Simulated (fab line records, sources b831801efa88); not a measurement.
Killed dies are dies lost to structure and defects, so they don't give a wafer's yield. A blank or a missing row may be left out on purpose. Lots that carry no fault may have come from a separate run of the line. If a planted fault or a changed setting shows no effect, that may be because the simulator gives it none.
Which tool was responsible?    flow gf180mcu    14 lots, 42 wafers sampled, at 4 steps of a route of 602

== WHAT THE GAUGES READ, wafer by wafer ==
GF_STI_BOW_MEAS_00. Usual: INCOMING_BOW typically reads 0 um, with standard deviation 6.8.
lot   measured     on            INCOMING_BOW (um)  flag
L944  day 1 15:01  filmMetro-01  -19 3 -7           
L945  day 1 20:00  filmMetro-01  12 6 3             
L947  day 2 06:04  filmMetro-04  -8 3 -2            
L948  day 2 11:02  filmMetro-01  -7 2 3             
L949  day 2 16:00  filmMetro-04  -6 2 -2            
L950  day 2 21:00  filmMetro-03  -1 -10 8           
L951  day 3 02:04  filmMetro-01  8 16 6             
L958  day 4 13:01  filmMetro-04  2 -5 -13           
L960  day 4 23:00  filmMetro-01  0 7 -1             
L961  day 5 04:01  filmMetro-03  1 0 -17            
L962  day 5 09:00  filmMetro-03  -2 4 -6            
L964  day 5 19:01  filmMetro-04  3 -3 6             
L965  day 6 00:00  filmMetro-04  -2 1 -7            
L966  day 6 05:00  filmMetro-03  8 -10 -2           

GF_STI_CD_MEAS_12: the cd target is 220 nm. Usual: 220.1 nm for cdNm, sd 1.4.
lot   measured     on        cdNm (nm)          flag
L944  day 2 10:19  cdSem-01  219.8 219.4 221.4  
L945  day 2 13:36  cdSem-01  220.1 220.6 221.5  
L947  day 2 21:49  cdSem-01  219.6 218.9 218.7  
L948  day 3 03:17  cdSem-01  219.6 218.7 220.0  
L949  day 3 07:30  cdSem-01  221.4 220.6 221.6  
L950  day 3 14:34  cdSem-01  221.6 220.7 222.4  
L951  day 3 18:48  cdSem-02  218.2 219.8 218.9  
L958  day 5 06:13  cdSem-02  219.9 219.7 219.4  
L960  day 5 16:57  cdSem-02  221.0 221.8 221.1  
L961  day 5 21:52  cdSem-01  221.0 222.0 220.6  
L962  day 6 03:11  cdSem-02  223.2 222.6 221.7  
L964  day 6 13:16  cdSem-01  217.4 218.1 219.0  
L965  day 6 18:29  cdSem-02  222.0 220.4 221.8  
L966  day 6 23:17  cdSem-01  218.0 218.1 217.4  

GF_SALICIDE_RS_MEAS_04: measures by four-point-probe. Usual: SALICIDE_TIN_RS typically reads 16.21 ohm/sq, with standard deviation 0.27.
lot   measured      on            SALICIDE_TIN_RS (ohm/sq)  flag
L944  day 15 15:41  filmMetro-02  16.72 16.51 16.64         
L945  day 16 00:39  filmMetro-02  16.12 16.10 16.43         
L947  day 16 10:21  filmMetro-02  16.06 15.93 15.71         
L948  day 16 19:04  filmMetro-02  15.99 16.13 16.35         
L949  day 17 04:00  filmMetro-02  16.27 16.35 16.55         
L950  day 17 15:56  filmMetro-01  16.26 16.51 16.69         
L951  day 18 03:01  filmMetro-01  16.37 16.20 16.13         
L958  day 20 12:35  filmMetro-01  16.22 16.30 16.60         
L960  day 21 04:53  filmMetro-04  15.97 16.32 16.09         
L961  day 21 09:09  filmMetro-01  16.07 16.27 16.53         
L962  day 22 00:58  filmMetro-02  16.05 16.35 16.52         
L964  day 22 14:27  filmMetro-01  16.07 16.09 16.04         
L965  day 22 20:04  filmMetro-04  16.11 16.28 16.05         
L966  day 23 03:22  filmMetro-04  16.20 15.84 15.88         

== TOOL THAT RAN EACH LOT (tool first, then ch and the chambers of the sampled wafers, then the start) ==
lot   GF_HV_LDD_ETCHBACK_58
L944  rieDiel-03 ch 0,2,3, day 13 00:19
L945  rieDiel-04 ch 1,2,3, day 13 07:18
L947  rieDiel-04 ch 1,2,3, day 13 17:23
L948  rieDiel-02 ch 0,1,2, day 14 00:37
L949  rieDiel-04 ch 0,2,3, day 14 08:08
L950  rieDiel-02 ch 0,2, day 14 19:08
L951  rieDiel-03 ch 0,2,3, day 15 04:50
L958  rieDiel-02 ch 1,2, day 17 10:12
L960  rieDiel-04 ch 1,2,3, day 18 03:31
L961  rieDiel-02 ch 0,3, day 18 07:46
L962  rieDiel-03 ch 0,2, day 18 22:24
L964  rieDiel-03 ch 1,2,3, day 19 13:10
L965  rieDiel-03 ch 0,1,2, day 19 19:25
L966  rieDiel-04 ch 0,1,3, day 20 03:31
- GF_HV_LDD_ETCHBACK_58: etches Si3N4 in CH3F/O2, stops on SiO2, time 100 s, target depth 90 nm.

== AS READ BY THE TOOLS THEMSELVES (means over the sampled wafers that have a number; for cases with no such wafer, the mark the record gives instead) ==
GF_HV_LDD_ETCHBACK_58. Usual: drypumpMotorCurrentA 5.4 A, standard deviation 0.38; oesProductAu 0.842 a.u., standard deviation 0.0063; rfFwdPowerW 397.5 W, standard deviation 1.4; throttleValvePct 10.561 %, standard deviation 0.0085.
lot   tool        drypumpMotorCurrentA (A)  oesProductAu (a.u.)  rfFwdPowerW (W)  throttleValvePct (%)  flag
L944  rieDiel-03  5.2                       0.843                397.5            10.560                
L945  rieDiel-04  5.5                       0.847                397.7            10.554                
L947  rieDiel-04  5.5                       0.833                450.6            10.558                OFF
L948  rieDiel-02  5.7                       0.849                398.3            10.558                
L949  rieDiel-04  5.3                       0.844                450.2            10.569                OFF
L950  rieDiel-02  5.5                       0.844                397.6            10.570                
L951  rieDiel-03  5.2                       0.841                397.2            10.562                
L958  rieDiel-02  5.9                       0.846                398.6            10.555                
L960  rieDiel-04  5.5                       0.851                397.1            10.567                
L961  rieDiel-02  5.1                       0.842                397.4            10.561                
L962  rieDiel-03  5.3                       0.844                397.7            10.556                
L964  rieDiel-03  5.1                       0.843                398.5            10.556                
L965  rieDiel-03  5.1                       0.834                397.6            10.574                
L966  rieDiel-04  5.4                       0.842                396.6            10.569                

== THE ANSWER, worked out from the rows above alone ==
Rule: lot off if the mean of its wafers having a number is beyond 3 standard deviations from the usual mean. A lot without any number at a reading at which 4 lots or more have one is off too. Any other lot the step has rows for is counted as sound. After the gauges, taken in route order, come the tools' own readings; for these a lot's mean is taken, as printed above. At the first step where some lot is off, the reading lying furthest off is the one used; lots without a number count as furthest.
Off: L947, L949, at GF_HV_LDD_ETCHBACK_58 (rfFwdPowerW).
If a tool, at that step or one of the process steps before it, ran each lot that is off and ran no sound lot following the first of them, it fits. Of those tried, none fits.

== WHAT THE SIMULATOR HAD INSERTED ==
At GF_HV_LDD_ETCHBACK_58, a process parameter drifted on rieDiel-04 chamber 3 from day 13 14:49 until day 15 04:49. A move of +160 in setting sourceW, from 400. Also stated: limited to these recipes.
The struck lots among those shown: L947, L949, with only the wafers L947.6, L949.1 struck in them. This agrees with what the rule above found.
